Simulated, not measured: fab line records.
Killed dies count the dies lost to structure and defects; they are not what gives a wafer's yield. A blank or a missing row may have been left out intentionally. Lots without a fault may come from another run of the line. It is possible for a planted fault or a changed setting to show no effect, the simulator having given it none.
Commonality check across tools    flow sky130    Sampled: 12 lots, 45 wafers

== THE REASON FOR OPENING IT ==
At SKY_VT_ADJUST_LVTN_TW_MEAS_10 the reading VT_ADJUST_LVTN_TW is flagged on 3 of 12 lots. Wafers without a fault read 240.3, standard deviation 2.
Rule: flag the lot when none of its wafers has a number, or when each of its wafers that has one lies beyond 4 standard deviations from that mean. All remaining lots are regarded as sound.

lot   measured      on             VT_ADJUST_LVTN_TW, wafer by wafer    flag
L300  day 6 22:58   film-metro-02  240.8 241.5 241.1                    
L301  day 7 05:34   film-metro-02  241.2 242.3 241.6                    
L303  day 7 15:11   film-metro-03  237.9 239.2 237.6                    
L304  day 8 00:14   film-metro-03  239.0 238.7 238.0                    
L306  day 8 09:35   film-metro-02  257.3 256.4 257.6 256.5 257.9 258.3  FLAGGED
L307  day 8 17:55   film-metro-04  257.8 257.2 259.2 258.6 258.5 258.0  FLAGGED
L311  day 9 18:47   film-metro-04  259.0 260.2 259.5 258.9 258.6 258.5  FLAGGED
L312  day 10 07:07  film-metro-04  241.5 242.8 242.6                    
L317  day 12 03:02  film-metro-02  238.0 239.3 239.9                    
L319  day 12 06:34  film-metro-04  243.1 244.3 244.0                    
L320  day 12 16:17  film-metro-03  237.2 236.2 237.3                    
L323  day 13 05:44  film-metro-04  242.0 242.3 241.5                    
On average the flagged lots' numbers are 258.2, which is +17.9 against the usual, or +9 standard deviations.

== WHICH TOOL EACH LOT WENT THROUGH ==
The record holds 2 process steps before the reading, out of a route of 708 steps. Read each cell as the tool, then ch plus the chambers that the sampled wafers visited, then the start.
lot   flag     SKY_NWELL_STRIP_25                    SKY_VT_ADJUST_LVTN_IMPLANT_08
L300           plasma-asher-04 ch 0,1, day 5 09:43   implanter-04 ch 0, day 6 22:43
L301           plasma-asher-04 ch 0,1, day 5 15:52   implanter-03 ch 0, day 7 05:21
L303           plasma-asher-04 ch 0,1, day 6 00:11   implanter-04 ch 0, day 7 14:58
L304           plasma-asher-04 ch 0,1, day 6 08:29   implanter-03 ch 0, day 8 00:01
L306  FLAGGED  plasma-asher-01 ch 0,1, day 6 17:04   implanter-03 ch 0, day 8 09:20
L307  FLAGGED  plasma-asher-03 ch 0,1, day 7 00:59   implanter-03 ch 0, day 8 17:42
L311  FLAGGED  plasma-asher-04 ch 0,1, day 8 01:04   implanter-03 ch 0, day 9 18:32
L312           plasma-asher-01 ch 0,1, day 8 12:58   implanter-04 ch 0, day 10 06:52
L317           plasma-asher-04 ch 0,1, day 10 02:52  implanter-03 ch 0, day 12 02:47
L319           plasma-asher-04 ch 0,1, day 10 05:25  implanter-01 ch 0, day 12 06:19
L320           plasma-asher-01 ch 0,1, day 10 14:31  implanter-03 ch 0, day 12 16:04
L323           plasma-asher-03 ch 0,1, day 11 04:30  implanter-03 ch 0, day 13 05:29
What is done by these steps:
- SKY_NWELL_STRIP_25: strips in O2/N2.
- SKY_VT_ADJUST_LVTN_IMPLANT_08
- SKY_VT_ADJUST_LVTN_TW_MEAS_10

== FLAGGED OVER TOTAL, TOOL BY TOOL (the gauges that took the reading come last) ==
step                           tool             lots run  flagged  share of the flagged lots  sound lots run after its first flagged lot
SKY_NWELL_STRIP_25             plasma-asher-01  3         1        some                       2 (L312,L320)
SKY_NWELL_STRIP_25             plasma-asher-03  2         1        some                       1 (L323)
SKY_NWELL_STRIP_25             plasma-asher-04  7         1        some                       2 (L317,L319)
SKY_VT_ADJUST_LVTN_IMPLANT_08  implanter-01     1         0        none                       -
SKY_VT_ADJUST_LVTN_IMPLANT_08  implanter-03     8         3        all                        3 (L317,L320,L323)
SKY_VT_ADJUST_LVTN_IMPLANT_08  implanter-04     3         0        none                       -
SKY_VT_ADJUST_LVTN_TW_MEAS_10  film-metro-02    4         1        some                       1 (L317)
SKY_VT_ADJUST_LVTN_TW_MEAS_10  film-metro-03    3         0        none                       -
SKY_VT_ADJUST_LVTN_TW_MEAS_10  film-metro-04    5         2        some                       3 (L312,L319,L323)

== WHAT THE TABLE ALLOWS ==
1 row of the table ran every flagged lot: implanter-03 at SKY_VT_ADJUST_LVTN_IMPLANT_08.
- implanter-03 at SKY_VT_ADJUST_LVTN_IMPLANT_08 ran 8 lots, 3 of them flagged. After the first flagged lot (L317, L320, L323), sound lots still ran on it; a lasting fault on the whole tool would not permit that. Its own readings lie more than 4 standard deviations out on every wafer of the flagged lots: dose-ions-cm2, faraday-current-uA.
There is no row in the table that ran each flagged lot and no sound lot after the first.

== WHAT HAD BEEN PUT IN BY THE SIMULATOR ==
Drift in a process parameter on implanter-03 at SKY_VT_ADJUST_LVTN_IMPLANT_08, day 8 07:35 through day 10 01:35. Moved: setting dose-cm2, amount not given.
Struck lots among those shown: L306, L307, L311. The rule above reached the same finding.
